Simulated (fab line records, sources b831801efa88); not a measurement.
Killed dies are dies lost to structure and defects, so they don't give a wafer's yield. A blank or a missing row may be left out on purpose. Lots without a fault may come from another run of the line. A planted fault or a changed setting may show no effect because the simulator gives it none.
fab line records | flow sky130
record lots=7 wafers=21 last_day=50
route steps=708 shown NWELL@63 PWDE@84 VT_ADJUST_HVTP@85 VT_ADJUST_LVTN@97 PAD_OPEN@708
lots that met no fault: from a run of the same line without faults
start_h: hours from the record's first day to the start of the lot's first wafer shown | wait_h: hours since the lot's step before | " the same as in the row above | L1.1+2: a row that stands for several wafers | - no value, or no start given | * or withheld: withheld | < > ~ a bound
route shown NAME@n: a module of which the file shows steps, and the number in the route of the first | usual: mean/standard deviation of fault-free wafers | same: alike in all rows | chamber/n: place in a boat | sites: the reading at each site | _std_site: their standard deviation | _edge_site: outer sites' mean less inner sites' | radius_mm: how far each site lies from the wafer's centre | mask NAME#n: copy n | behind: the tool/chamber that last shaped the wafer | hold: why the lot was held/for how many hours/how that ended | device: the transistor (n, p or np) that didn't switch | end of line: the same wafers' tests at the end of the route | a step without rows: its recipe alone | killed: dies lost to structure and defects at the first sort, not the wafer's yield | map: a wafer's dies, x killed, . not, _ none there
set.NAME: the setting as run; set.NAME@STEP: as run at that earlier step | model.NAME: the simulator's own value behind a step, which no gauge read
lots at some steps of the route; a table a step, a row a wafer
services: from which hour (start_h, from the record's first day; less than 0 if before it) a tool's chamber was out of use, for how many hours, and why
## steps
# step SKY_NWELL_OVL_MEAS_10
# usual NWELL_00_OVL=-0.6/1.6
# columns lot.wafer tool chamber start_h wait_h NWELL_00_OVL[nm]
L774.3 overlay-01 - 115.62 - 0.7
L774.5 " - " " -2.0
L774.6 " - " " -0.8
L775.1 overlay-01 - 120.28 - -3.2
L775.2 " - " " -2.7
L775.6 " - " " -2.8
L776.1 overlay-01 - 127.91 - -2.0
L776.4 " - " " -1.8
L776.5 " - " " -3.0
L779.2 overlay-01 - 144.92 - -2.5
L779.4 " - " " -3.4
L779.6 " - " " -2.1
L780.2 overlay-02 - 152.76 - -2.6
L780.4 " - " " -3.4
L780.5 " - " " -3.0
L781.3 overlay-01 - 155.88 - -1.9
L781.4 " - " " -1.0
L781.5 " - " " -0.1
L792.1 overlay-01 - 232.36 - 0.4
L792.4 " - " " 0.1
L792.6 " - " " 0.5
# step SKY_NWELL_IMPLANT_11
# recipe species=P energy_kev=400 dose_cm2=1.9e+13 tilt_deg=withheld
# step SKY_NWELL_IMPLANT_12
# recipe species=P energy_kev=120 dose_cm2=1.3e+12 tilt_deg=withheld
# step SKY_NWELL_IMPLANT_13
# recipe species=P energy_kev=50 dose_cm2=7e+11 tilt_deg=withheld
# step SKY_NWELL_STRIP_14
# recipe chemistry=O2/N2 power_w=1400 pressure_mtorr=1500 platen_temp_c=withheld o2_flow_sccm=3000 n2_flow_sccm=300 overash_fraction=0.5
# usual drypump_motor_current_A=5.74/0.3 oes_product_au=0.722/0.0044 strip_time_to_endpoint_s=36.89/0.11
# columns lot.wafer tool chamber start_h wait_h drypump_motor_current_A oes_product_au rf_hours_counter_h strip_time_to_endpoint_s
L774.3 plasma_asher-02 0 116.13 0.1 6.11 0.725 - 37.07
L774.5 " 1 " " 5.49 0.721 - 36.94
L774.6 " 0 " " 6.13 0.717 - 36.89
L775.1 plasma_asher-03 1 120.77 0.1 5.74 0.729 44 37.02
L775.2 " 0 " " 6.08 0.718 44 36.97
L775.6 " 1 " " 5.69 0.718 - 36.90
L776.1 plasma_asher-02 0 128.39 0.1 6.10 0.720 31 36.97
L776.4 " 1 " " 5.48 0.730 - 36.93
L776.5 " 0 " " 6.11 0.721 - 37.07
L779.2 plasma_asher-02 0 145.40 0.1 6.12 0.730 33 37.00
L779.4 " 0 " " 6.11 0.718 - 36.81
L779.6 " 1 " " 5.46 0.728 - 36.84
L780.2 plasma_asher-01 0 153.24 0.1 5.77 0.720 4 37.00
L780.4 " 1 " " 5.30 0.728 - 37.00
L780.5 " 0 " " 5.76 0.720 - 36.96
L781.3 plasma_asher-01 0 156.38 0.1 5.78 0.722 - 36.95
L781.4 " 1 " " 5.32 0.720 - 36.84
L781.5 " 1 " " 5.31 0.719 - 36.90
L792.1 plasma_asher-01 1 232.94 0.1 5.28 0.722 12 36.83
L792.4 " 1 " " 5.27 0.724 - 36.86
L792.6 " 0 " " 5.77 0.727 - 36.92
# step SKY_NWELL_TW_MEAS_15
# usual NWELL_TW=1829/22
# columns lot.wafer tool chamber start_h wait_h NWELL_TW
L774.3 film_metro-01 - 116.21 0.1 1846
L774.5 " - " " 1860
L774.6 " - " " 1852
L775.1 film_metro-01 - 120.87 0.1 1854
L775.2 " - " " 1861
L775.6 " - " " 1836
L776.1 film_metro-01 - 128.49 0.1 1844
L776.4 " - " " 1842
L776.5 " - " " 1842
L779.2 film_metro-04 - 145.51 0.1 1826
L779.4 " - " " 1828
L779.6 " - " " 1836
L780.2 film_metro-01 - 153.35 0.1 1852
L780.4 " - " " 1862
L780.5 " - " " 1856
L781.3 film_metro-03 - 156.47 0.1 1804
L781.4 " - " " 1811
L781.5 " - " " 1815
L792.1 film_metro-01 - 233.04 0.1 1846
L792.4 " - " " 1839
L792.6 " - " " 1841
# step SKY_NWELL_DEHYDRATE_16
# recipe temp_c=200 time_s=60
# step SKY_NWELL_HMDS_17
# recipe prime_time_s=60 prime_temp_c=120
# step SKY_NWELL_COAT_18
# recipe spin_rpm=2000 resist_thk_nm=3000
# step SKY_NWELL_SOFTBAKE_19
# recipe temp_c=110 time_s=withheld
# step SKY_NWELL_EXPOSE_20
# recipe mask_id=NWM_COMPLEMENT na=0.6 source_shape=conventional sigma_outer=0.6 polarization=unpolarized target_cd_nm=840 dose_mj=260
# step SKY_NWELL_PEB_21
# recipe temp_c=115 time_s=withheld
# step SKY_NWELL_DEVELOP_22
# recipe wall_angle_deg=90 developer=TMAH develop_time_s=60 dev_temp_c=23
# columns lot.wafer tool chamber start_h wait_h
L774.3+5+6 litho_track-03 0 134 -
L775.1+2+6 litho_track-04 0 138 -
L776.1+4+5 litho_track-03 0 147 -
L779.2+4+6 litho_track-04 0 164 -
L780.2+4+5 litho_track-04 0 172 -
L781.3+4+5 litho_track-04 0 174 -
L792.1+4+6 litho_track-01 0 256 -
# step SKY_NWELL_OVL_MEAS_23
# usual NWELL_01_OVL=-1.2/1.1
# columns lot.wafer tool chamber start_h wait_h NWELL_01_OVL[nm]
L774.3 overlay-01 - 134.14 - -1.8
L774.5 " - " " -1.4
L774.6 " - " " -1.4
L775.1 overlay-01 - 138.86 - -0.7
L775.2 " - " " 1.0
L775.6 " - " " 0.5
L776.1 overlay-01 - 147.48 - -2.6
L776.4 " - " " -2.1
L776.5 " - " " -1.2
L779.2 overlay-01 - 164.37 - -1.4
L779.4 " - " " -3.1
L779.6 " - " " -2.9
L780.2 overlay-02 - 172.22 - -0.3
L780.4 " - " " 1.1
L780.5 " - " " 0.6
L781.3 overlay-01 - 175.03 - -1.3
L781.4 " - " " -2.7
L781.5 " - " " -3.8
L792.1 overlay-02 - 256.21 - -1.8
L792.4 " - " " -0.8
L792.6 " - " " -2.1
# step SKY_NWELL_IMPLANT_24
# recipe species=B energy_kev=140 dose_cm2=9.2e+12 tilt_deg=withheld
# step SKY_NWELL_STRIP_25
# recipe chemistry=O2/N2 power_w=1400 pressure_mtorr=1500 platen_temp_c=withheld o2_flow_sccm=3000 n2_flow_sccm=300 overash_fraction=0.5
# usual drypump_motor_current_A=5.76/0.29 oes_product_au=0.723/0.0043 strip_time_to_endpoint_s=36.92/0.1
# columns lot.wafer tool chamber start_h wait_h drypump_motor_current_A oes_product_au rf_hours_counter_h strip_time_to_endpoint_s
L774.3 plasma_asher-03 1 134.35 0.1 5.70 0.724 - 36.91
L774.5 " 0 " " 6.08 0.720 - 37.07
L774.6 " 1 " " 5.72 0.721 - 36.90
L775.1 plasma_asher-03 0 139.06 0.1 6.08 0.716 46 36.75
L775.2 " 1 " " 5.68 0.726 46 36.71
L775.6 " 0 " " 6.07 0.717 - 36.78
L776.1 plasma_asher-02 1 147.67 0.1 5.51 0.728 33 37.12
L776.4 " 1 " " 5.48 0.717 - 37.11
L776.5 " 0 " " 6.12 0.722 - 37.11
L779.2 plasma_asher-02 0 164.55 0.1 6.13 0.721 34 36.83
L779.4 " 0 " " 6.12 0.731 - 36.99
L779.6 " 0 " " 6.11 0.726 - 36.96
L780.2 plasma_asher-01 0 172.40 0.1 5.77 0.723 5 36.98
L780.4 " 1 " " 5.30 0.723 - 36.85
L780.5 " 1 " " 5.33 0.713 - 37.00
L781.3 plasma_asher-01 1 175.23 0.1 5.29 0.716 - 37.05
L781.4 " 0 " " 5.74 0.716 - 36.95
L781.5 " 0 " " 5.74 0.720 - 36.92
L792.1 plasma_asher-01 1 256.39 0.1 5.30 0.727 14 37.06
L792.4 " 0 " " 5.77 0.727 - 36.98
L792.6 " 1 " " 5.29 0.722 - 36.90
# step SKY_NWELL_TW_MEAS_26
# usual NWELL_2_TW=499/5.6
# columns lot.wafer tool chamber start_h wait_h NWELL_2_TW
L774.3 film_metro-03 - 134.44 0.1 493
L774.5 " - " " 491
L774.6 " - " " 490
L775.1 film_metro-03 - 139.16 0.1 491
L775.2 " - " " 491
L775.6 " - " " 492
L776.1 film_metro-01 - 147.77 0.1 508
L776.4 " - " " 507
L776.5 " - " " 508
L779.2 film_metro-04 - 164.66 0.1 498
L779.4 " - " " 499
L779.6 " - " " 498
L780.2 film_metro-01 - 172.51 0.1 503
L780.4 " - " " 505
L780.5 " - " " 504
L781.3 film_metro-03 - 175.32 0.1 491
L781.4 " - " " 496
L781.5 " - " " 495
L792.1 film_metro-04 - 256.49 0.1 499
L792.4 " - " " 498
L792.6 " - " " 495
# step SKY_NWELL_CLEAN_27
# recipe chemistry=SC1/SC2 mix=1:4:20 temp_c=70 time_s=150 dry=n2_spin
# step SKY_NWELL_RTA_28
# recipe temp_c=1050 time_s=30 idle_temp_c=650 ramp_up_c_per_s=150 ramp_down_c_per_s=90 ambient=N2
# usual lamp_power_pct=25.31/0.057 wafer_temp_C_max=1055.0/0.99
# columns lot.wafer tool chamber start_h wait_h lamp_power_pct wafer_temp_C_max
L774.3 rtp_anneal-01 0 134.56 0.0 25.29 1053.8
L774.5 " 0 " " 25.30 1055.2
L774.6 " 0 " " 25.28 1053.1
L775.1 rtp_anneal-02 0 139.27 0.0 25.30 1054.9
L775.2 " 0 " " 25.34 1054.6
L775.6 " 0 " " 25.32 1053.3
L776.1 rtp_anneal-01 0 147.88 0.0 25.29 1056.1
L776.4 " 0 " " 25.28 1055.0
L776.5 " 0 " " 25.16 1055.2
L779.2 rtp_anneal-02 0 164.78 0.0 25.32 1055.3
L779.4 " 0 " " 25.44 1053.9
L779.6 " 0 " " 25.35 1055.7
L780.2 rtp_anneal-02 0 172.63 0.0 25.34 1054.5
L780.4 " 0 " " 25.27 1053.7
L780.5 " 0 " " 25.34 1054.5
L781.3 rtp_anneal-01 0 175.45 0.0 25.34 1054.8
L781.4 " 0 " " 25.35 1054.4
L781.5 " 0 " " 25.26 1055.4
L792.1 rtp_anneal-02 0 256.60 0.0 25.33 1055.2
L792.4 " 0 " " 25.36 1054.8
L792.6 " 0 " " 25.32 1054.6
# step SKY_NWELL_RS_MEAS_29
# recipe thk_meas_gauge=four-point-probe
# usual NWELL_RS=624.8/1.8
# columns lot.wafer tool chamber start_h wait_h NWELL_RS[ohm/sq]
L774.3 film_metro-03 - 134.67 0.1 625.0
L774.5 " - " " 624.2
L774.6 " - " " 625.3
L775.1 film_metro-01 - 139.37 0.1 624.4
L775.2 " - " " 622.9
L775.6 " - " " 623.7
L776.1 film_metro-03 - 147.98 0.1 626.6
L776.4 " - " " 627.9
L776.5 " - " " 627.0
L779.2 film_metro-03 - 164.88 0.1 628.0
L779.4 " - " " 628.6
L779.6 " - " " 625.6
L780.2 film_metro-04 - 172.73 0.1 626.5
L780.4 " - " " 623.9
L780.5 " - " " 626.0
L781.3 film_metro-01 - 175.55 0.1 624.2
L781.4 " - " " 623.0
L781.5 " - " " 624.5
L792.1 film_metro-03 - 256.70 0.1 625.1
L792.4 " - " " 624.8
L792.6 " - " " 625.2
# step SKY_NWELL_RS_MEAS_31
# recipe thk_meas_gauge=four-point-probe
# usual PWDE_RS=5273/16
# columns lot.wafer tool chamber start_h wait_h PWDE_RS[ohm/sq]
L774.3 film_metro-03 - 134.91 0.1 5291
L774.5 " - " " 5281
L774.6 " - " " 5282
L775.1 film_metro-01 - 139.61 0.1 5291
L775.2 " - " " 5266
L775.6 " - " " 5270
L776.1 film_metro-03 - 148.22 0.1 5264
L776.4 " - " " 5275
L776.5 " - " " 5280
L779.2 film_metro-03 - 165.12 0.1 5286
L779.4 " - " " 5277
L779.6 " - " " 5320
L780.2 film_metro-04 - 172.97 0.1 5272
L780.4 " - " " 5246
L780.5 " - " " 5250
L781.3 film_metro-01 - 175.79 0.1 5285
L781.4 " - " " 5289
L781.5 " - " " 5297
L792.1 film_metro-03 - 256.94 0.1 5230
L792.4 " - " " 5265
L792.6 " - " " 5272
# step SKY_VT_ADJUST_HVTP_DEHYDRATE_00
# recipe temp_c=200 time_s=60
# step SKY_VT_ADJUST_HVTP_HMDS_01
# recipe prime_time_s=60 prime_temp_c=120
# step SKY_VT_ADJUST_HVTP_COAT_02
# recipe resist=NOVOLAK spin_rpm=3000 resist_thk_nm=1140
# step SKY_VT_ADJUST_HVTP_SOFTBAKE_03
# recipe temp_c=90 time_s=60 resist=NOVOLAK
# step SKY_VT_ADJUST_HVTP_EXPOSE_04
# recipe mask_id=HVTPM na=0.6 source_shape=conventional sigma_outer=0.6 polarization=unpolarized target_cd_nm=380 dose_mj=140
# step SKY_VT_ADJUST_HVTP_PEB_05
# recipe temp_c=withheld time_s=* resist=NOVOLAK
# step SKY_VT_ADJUST_HVTP_DEVELOP_06
# recipe resist=NOVOLAK developer=TMAH develop_time_s=60 dev_temp_c=23
# step SKY_VT_ADJUST_HVTP_CD_MEAS_07
# recipe target_cd_nm=380
# usual cd_nm=380.4/2.4
# columns lot.wafer tool chamber start_h wait_h cd_nm
L774.3 cd_sem-02 - 153.65 0.1 381.3
L774.5 " - " " 382.0
L774.6 " - " " 381.9
L775.1 cd_sem-02 - 158.20 0.1 378.2
L775.2 " - " " 375.7
L775.6 " - " " 377.8
L776.1 cd_sem-01 - 167.16 0.1 384.8
L776.4 " - " " 382.0
L776.5 " - " " 384.9
L779.2 cd_sem-01 - 184.62 0.1 382.9
L779.4 " - " " 385.1
L779.6 " - " " 382.3
L780.2 cd_sem-01 - 193.13 0.1 379.1
L780.4 " - " " 377.8
L780.5 " - " " 379.6
L781.3 cd_sem-01 - 195.75 0.1 378.9
L781.4 " - " " 378.9
L781.5 " - " " 380.5
L792.1 cd_sem-01 - 280.51 0.1 381.0
L792.4 " - " " 378.9
L792.6 " - " " 377.7
# step SKY_VT_ADJUST_HVTP_OVL_MEAS_08
# usual VT_ADJUST_HVTP_OVL=0.7/1.6
# columns lot.wafer tool chamber start_h wait_h VT_ADJUST_HVTP_OVL[nm]
L774.3 overlay-02 - 153.75 0.1 1.3
L774.5 " - " " 1.6
L774.6 " - " " 1.4
L775.1 overlay-01 - 158.32 0.1 0.3
L775.2 " - " " 0.9
L775.6 " - " " 2.0
L776.1 overlay-02 - 167.28 0.1 1.4
L776.4 " - " " 1.2
L776.5 " - " " -1.1
L779.2 overlay-02 - 184.73 0.1 -1.2
L779.4 " - " " 1.2
L779.6 " - " " -1.4
L780.2 overlay-02 - 193.24 0.1 1.6
L780.4 " - " " 1.0
L780.5 " - " " 2.1
L781.3 overlay-02 - 195.85 0.1 1.8
L781.4 " - " " 1.7
L781.5 " - " " 1.9
L792.1 overlay-01 - 280.63 0.1 -2.7
L792.4 " - " " -3.1
L792.6 " - " " -2.0
# step SKY_VT_ADJUST_HVTP_IMPLANT_09
# recipe species=As energy_kev=150 dose_cm2=4.3e+12 tilt_deg=withheld
# step SKY_VT_ADJUST_HVTP_STRIP_10
# recipe chemistry=O2/N2 power_w=1400 pressure_mtorr=1500 platen_temp_c=withheld o2_flow_sccm=3000 n2_flow_sccm=300 overash_fraction=0.5
# usual drypump_motor_current_A=5.67/0.28 oes_product_au=0.717/0.0043 strip_time_to_endpoint_s=14.18/0.037
# columns lot.wafer tool chamber start_h wait_h drypump_motor_current_A oes_product_au rf_hours_counter_h strip_time_to_endpoint_s
L774.3 plasma_asher-04 0 153.95 0.1 5.49 0.719 - 14.21
L774.5 " 1 " " 5.97 0.719 - 14.19
L774.6 " 0 " " 5.47 0.719 - 14.19
L775.1 plasma_asher-04 0 158.51 0.1 5.46 0.713 47 14.18
L775.2 " 1 " " 5.96 0.713 47 14.14
L775.6 " 0 " " 5.47 0.720 - 14.21
L776.1 plasma_asher-01 1 167.47 0.1 5.29 0.715 5 14.19
L776.4 " 0 " " 5.76 0.718 - 14.24
L776.5 " 1 " " 5.29 0.717 - 14.20
L779.2 plasma_asher-02 1 184.91 0.1 5.50 0.722 36 14.23
L779.4 " 1 " " 5.49 0.715 - 14.25
L779.6 " 0 " " 6.12 0.721 - 14.21
L780.2 plasma_asher-01 1 193.42 0.1 5.29 0.718 7 14.19
L780.4 " 0 " " 5.78 0.720 - 14.23
L780.5 " 0 " " 5.76 0.719 - 14.23
L781.3 plasma_asher-02 0 196.05 0.1 6.12 0.711 - 14.17
L781.4 " 1 " " 5.46 0.719 - 14.15
L781.5 " 1 " " 5.44 0.720 - 14.12
L792.1 plasma_asher-02 1 280.82 0.1 5.46 0.721 46 14.10
L792.4 " 0 " " 6.11 0.716 - 14.18
L792.6 " 1 " " 5.47 0.715 - 14.13
# step SKY_VT_ADJUST_HVTP_TW_MEAS_11
# usual VT_ADJUST_HVTP_TW=1371/12
# columns lot.wafer tool chamber start_h wait_h VT_ADJUST_HVTP_TW
L774.3 film_metro-02 - 154.04 0.1 1362
L774.5 " - " " 1370
L774.6 " - " " 1366
L775.1 film_metro-02 - 158.61 0.1 1364
L775.2 " - " " 1368
L775.6 " - " " 1371
L776.1 film_metro-01 - 167.57 0.1 1383
L776.4 " - " " 1377
L776.5 " - " " 1382
L779.2 film_metro-04 - 185.02 0.1 1361
L779.4 " - " " 1361
L779.6 " - " " 1363
L780.2 film_metro-01 - 193.53 0.1 1385
L780.4 " - " " 1375
L780.5 " - " " 1369
L781.3 film_metro-01 - 196.14 0.1 1381
L781.4 " - " " 1373
L781.5 " - " " 1376
L792.1 film_metro-02 - 280.92 0.1 1370
L792.4 " - " " 1373
L792.6 " - " " 1374
# step SKY_VT_ADJUST_LVTN_DEHYDRATE_00
# recipe temp_c=200 time_s=60
# step SKY_VT_ADJUST_LVTN_HMDS_01
# recipe prime_time_s=60 prime_temp_c=120
# step SKY_VT_ADJUST_LVTN_COAT_02
# recipe spin_rpm=2000 resist_thk_nm=3000
# step SKY_VT_ADJUST_LVTN_SOFTBAKE_03
# recipe temp_c=110 time_s=withheld
# step SKY_VT_ADJUST_LVTN_EXPOSE_04
# recipe mask_id=NWM_COMPLEMENT_LESS_NATIVE na=0.6 source_shape=conventional sigma_outer=0.6 polarization=unpolarized target_cd_nm=840 dose_mj=194
# step SKY_VT_ADJUST_LVTN_PEB_05
# recipe temp_c=115 time_s=withheld
# step SKY_VT_ADJUST_LVTN_DEVELOP_06
# recipe wall_angle_deg=90 developer=TMAH develop_time_s=60 dev_temp_c=23
# step SKY_VT_ADJUST_LVTN_OVL_MEAS_07
# usual VT_ADJUST_LVTN_OVL=0.0/1.1
# columns lot.wafer tool chamber start_h wait_h VT_ADJUST_LVTN_OVL[nm]
L774.3 overlay-02 - 173.12 - 0.5
L774.5 " - " " -0.4
L774.6 " - " " -0.1
L775.1 overlay-01 - 178.75 - 0.0
L775.2 " - " " 1.7
L775.6 " - " " -1.0
L776.1 overlay-02 - 188.01 - 0.5
L776.4 " - " " 0.2
L776.5 " - " " 1.3
L779.2 overlay-01 - 206.37 - 0.9
L779.4 " - " " 1.0
L779.6 " - " " 0.7
L780.2 overlay-02 - 214.71 - -0.5
L780.4 " - " " -0.5
L780.5 " - " " -0.8
L781.3 overlay-02 - 218.27 - 0.8
L781.4 " - " " -0.6
L781.5 " - " " -0.4
L792.1 overlay-02 - 306.75 - -0.8
L792.4 " - " " -0.8
L792.6 " - " " -1.1
# step SKY_PAD_OPEN_PROBE_99
# usual killed_at_M0_to_M3=42/6.6 killed_at_M4_up=3.1/1.9 killed_at_contacts=24/5.6 killed_at_front_end=15/4.8 killed_at_other=0.3/0.48 killed_dies=84/10 killed_open=47/6.8 killed_short=37/6.8
# same gross_dies=492 killed_at_back_side=0
# columns lot.wafer tool chamber start_h wait_h killed_at_M0_to_M3 killed_at_M4_up killed_at_contacts killed_at_front_end killed_at_other killed_dies killed_open killed_short model.etest.res_iso_pwell.width_nm
L774.3 prober-02 - 1106.73 0.2 35 0 25 20 0 80 41 39 2665
L774.5 prober-02 - 1106.83 0.2 37 2 29 20 1 89 53 36 2657
L774.6 prober-02 - 1106.88 0.2 37 1 26 11 0 75 44 31 2663
L775.1 prober-01 - 1109.48 0.1 50 1 23 18 0 92 46 46 2653
L775.2 prober-01 - 1109.53 0.1 41 0 18 22 1 82 49 33 2651
L775.6 prober-01 - 1109.73 0.2 44 2 23 8 1 78 41 37 2655
L776.1 prober-02 - 1122.43 0.1 39 2 25 11 0 77 34 43 2632
L776.4 prober-02 - 1122.58 0.2 39 4 18 12 0 73 42 31 2630
L776.5 prober-02 - 1122.63 0.2 46 3 20 18 0 87 42 45 2636
L779.2 prober-01 - 1137.85 0.1 35 8 25 17 0 85 50 35 2638
L779.4 prober-01 - 1137.95 0.2 47 1 22 18 0 88 50 38 2632
L779.6 prober-01 - 1138.05 0.2 57 3 27 21 0 108 57 51 2644
L781.3 prober-01 - 1145.28 0.2 49 6 23 8 0 86 43 43 2632
L781.4 prober-01 - 1145.33 0.2 49 3 30 23 0 105 55 50 2616
L781.5 prober-01 - 1145.38 0.2 42 1 11 15 0 69 43 26 2611
L780.2 prober-01 - 1145.53 0.1 42 3 30 23 0 98 50 48 2629
L780.4 prober-01 - 1145.63 0.2 28 6 23 12 0 69 43 26 2644
L780.5 prober-01 - 1145.68 0.2 43 1 23 17 0 84 48 36 2635
L792.1 prober-02 - 1203.38 0.1 44 1 18 11 0 74 43 29 2653
L792.4 prober-02 - 1203.53 0.2 42 2 21 14 0 79 37 42 2648
L792.6 prober-02 - 1203.63 0.2 44 3 27 9 0 83 47 36 2642
# killed by level:class
L774.3 VIA1:geometric_particle:open=12 LI_CONTACT:geometric_particle:open=9 POLY_GATE:geometric_particle:short=6 CONTACT:geometric_particle:open=6 CONTACT:geometric_particle:short=6 VIA1:geometric_particle:short=4 METAL2:geometric_particle:short=4 VIA2:geometric_particle:open=4
L774.5 CONTACT:geometric_particle:open=12 VIA1:geometric_particle:open=10 FIELD_ISO:geometric_particle:open=7 LI_CONTACT:geometric_particle:open=6 VIA3:geometric_particle:open=5 FIELD_ISO:geometric_particle:short=4 POLY_GATE:geometric_particle:open=4 POLY_GATE:geometric_particle:short=4
L774.6 VIA1:geometric_particle:open=12 CONTACT:geometric_particle:open=10 VIA3:geometric_particle:open=6 LI_CONTACT:geometric_particle:short=5 CONTACT:geometric_particle:short=5 FIELD_ISO:geometric_particle:open=4 VIA2:geometric_particle:open=4 VIA3:geometric_particle:short=4
L775.1 VIA1:geometric_particle:open=11 VIA2:geometric_particle:open=11 VIA1:geometric_particle:short=8 LI_CONTACT:geometric_particle:open=6 CONTACT:geometric_particle:short=6 FIELD_ISO:geometric_particle:short=5 METAL1:geometric_particle:short=5 METAL3:geometric_particle:short=5
L775.2 VIA1:geometric_particle:open=9 VIA2:geometric_particle:open=9 POLY_GATE:geometric_particle:open=7 CONTACT:geometric_particle:open=7 VIA1:geometric_particle:short=7 LI_CONTACT:geometric_particle:open=6 FIELD_ISO:geometric_particle:short=5 METAL1:geometric_particle:short=4
L775.6 METAL1:geometric_particle:short=11 VIA1:geometric_particle:open=10 LI_CONTACT:geometric_particle:open=7 CONTACT:geometric_particle:open=6 METAL1:geometric_particle:open=4 VIA3:geometric_particle:open=4 LI_CONTACT:geometric_particle:short=3 LOCAL_INTERCONNECT:geometric_particle:short=3
L776.1 VIA1:geometric_particle:open=10 METAL1:geometric_particle:short=9 LOCAL_INTERCONNECT:geometric_particle:short=8 CONTACT:geometric_particle:open=7 VIA2:geometric_particle:open=6 CONTACT:geometric_particle:short=5 VIA1:geometric_particle:short=5 METAL3:geometric_particle:short=4
L776.4 METAL1:geometric_particle:short=8 CONTACT:geometric_particle:open=7 VIA1:geometric_particle:open=7 LI_CONTACT:geometric_particle:open=5 VIA1:geometric_particle:short=5 VIA2:geometric_particle:open=5 VIA3:geometric_particle:open=5 METAL1:geometric_particle:open=4
L776.5 VIA1:geometric_particle:open=14 METAL1:geometric_particle:short=7 FIELD_ISO:geometric_particle:open=6 VIA1:geometric_particle:short=6 LI_CONTACT:geometric_particle:short=5 LOCAL_INTERCONNECT:geometric_particle:short=5 VIA2:geometric_particle:open=5 FIELD_ISO:geometric_particle:short=4
L779.2 VIA1:geometric_particle:open=13 CONTACT:geometric_particle:open=10 METAL4:geometric_particle:short=8 VIA2:geometric_particle:open=7 LI_CONTACT:geometric_particle:open=6 POLY_GATE:geometric_particle:short=5 FIELD_ISO:geometric_particle:open=4 METAL1:geometric_particle:short=4
L779.4 VIA1:geometric_particle:open=11 CONTACT:geometric_particle:open=10 POLY_GATE:geometric_particle:short=9 VIA3:geometric_particle:open=9 LI_CONTACT:geometric_particle:open=6 METAL1:geometric_particle:short=6 FIELD_ISO:geometric_particle:short=5 POLY_GATE:geometric_particle:open=4
L779.6 VIA1:geometric_particle:open=15 VIA3:geometric_particle:open=13 METAL1:geometric_particle:short=9 LI_CONTACT:geometric_particle:open=7 CONTACT:geometric_particle:open=7 FIELD_ISO:geometric_particle:open=6 POLY_GATE:geometric_particle:short=6 CONTACT:geometric_particle:short=5
L781.3 VIA2:geometric_particle:open=9 VIA3:geometric_particle:open=9 CONTACT:geometric_particle:open=7 VIA1:geometric_particle:open=6 CONTACT:geometric_particle:short=6 METAL1:geometric_particle:short=5 METAL4:geometric_particle:short=5 LOCAL_INTERCONNECT:geometric_particle:short=4
L781.4 VIA1:geometric_particle:open=11 VIA1:geometric_particle:short=10 LI_CONTACT:geometric_particle:open=9 METAL1:geometric_particle:short=9 POLY_GATE:geometric_particle:open=7 CONTACT:geometric_particle:open=7 FIELD_ISO:geometric_particle:short=6 VIA3:geometric_particle:open=6
L781.5 VIA1:geometric_particle:open=9 VIA2:geometric_particle:open=8 FIELD_ISO:geometric_particle:open=5 CONTACT:geometric_particle:open=5 VIA1:geometric_particle:short=5 METAL2:geometric_particle:short=5 VIA3:geometric_particle:open=5 LI_CONTACT:geometric_particle:open=4
L780.2 CONTACT:geometric_particle:open=10 VIA1:geometric_particle:open=8 METAL1:geometric_particle:short=6 LOCAL_INTERCONNECT:geometric_particle:short=6 CONTACT:geometric_particle:short=6 FIELD_ISO:geometric_particle:open=5 FIELD_ISO:geometric_particle:short=5 VIA2:geometric_particle:open=5
L780.4 VIA1:geometric_particle:open=11 CONTACT:geometric_particle:open=10 LI_CONTACT:geometric_particle:open=5 VIA3:geometric_particle:open=4 METAL4:geometric_particle:short=4 FIELD_ISO:geometric_particle:open=3 POLY_GATE:geometric_particle:short=3 LOCAL_INTERCONNECT:geometric_particle:short=3
L780.5 VIA3:geometric_particle:open=9 VIA1:geometric_particle:short=8 CONTACT:geometric_particle:open=7 FIELD_ISO:geometric_particle:open=5 CONTACT:geometric_particle:short=5 VIA1:geometric_particle:open=5 VIA2:geometric_particle:open=5 POLY_GATE:geometric_particle:open=4
L792.1 VIA1:geometric_particle:open=13 VIA3:geometric_particle:open=7 METAL2:geometric_particle:short=6 METAL1:geometric_particle:short=6 CONTACT:geometric_particle:open=5 CONTACT:geometric_particle:short=5 VIA2:geometric_particle:open=5 SPACER:geometric_particle:open=4
L792.4 METAL1:geometric_particle:short=9 POLY_GATE:geometric_particle:open=7 CONTACT:geometric_particle:open=7 CONTACT:geometric_particle:short=7 VIA3:geometric_particle:open=6 METAL1:geometric_particle:open=4 VIA1:geometric_particle:open=4 VIA1:geometric_particle:short=4
L792.6 LI_CONTACT:geometric_particle:open=10 VIA1:geometric_particle:open=10 METAL2:geometric_particle:short=8 CONTACT:geometric_particle:open=8 METAL1:geometric_particle:short=7 VIA3:geometric_particle:open=6 VIA1:geometric_particle:short=5 VIA2:geometric_particle:open=5
## services
# columns tool chamber start_h hours kind
plasma_asher-01 - 108.75 9.0 pm
plasma_asher-01 0 108.75 9.0 vent_cycle
plasma_asher-01 1 108.75 9.0 vent_cycle
plasma_asher-01 0 117.75 - clean
plasma_asher-01 1 117.75 - clean
plasma_asher-01 - 171.49 0.9 repair
rtp_anneal-02 - 210.89 21.7 pm
plasma_asher-03 - 213.85 14.6 pm
plasma_asher-04 - 224.50 2.5 repair
plasma_asher-04 - 271.55 1.2 repair
plasma_asher-01 - 278.31 0.7 repair
## key
first_sign none at tools or gauges
model_effect step=SKY_PAD_OPEN_PROBE_99 value=etest.res_iso_pwell.width_nm without=2654 struck=2631
met_at SKY_NWELL_DEVELOP_22
struck_wafers L779.2,L779.4,L779.6,L780.2,L780.4,L780.5,L781.3,L781.4,L781.5
tester_left_out L779,L780,L781
onset_between 138 164
fault kind=process_parameter_drift tool=litho_track-04 chamber=- onset_h=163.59 steps=SKY_NWELL_DEVELOP_22 channel=develop_time_s offset=* shape=step end_h=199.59 acts_in=* stated=*
# tester_left_out: of these lots the tester's yield and bins aren't shown, on N5 and GAA mostly nor the transistor test; their killed dies are dies lost to structure and defects alone, not to doping, threshold or leakage, so they don't give the yield
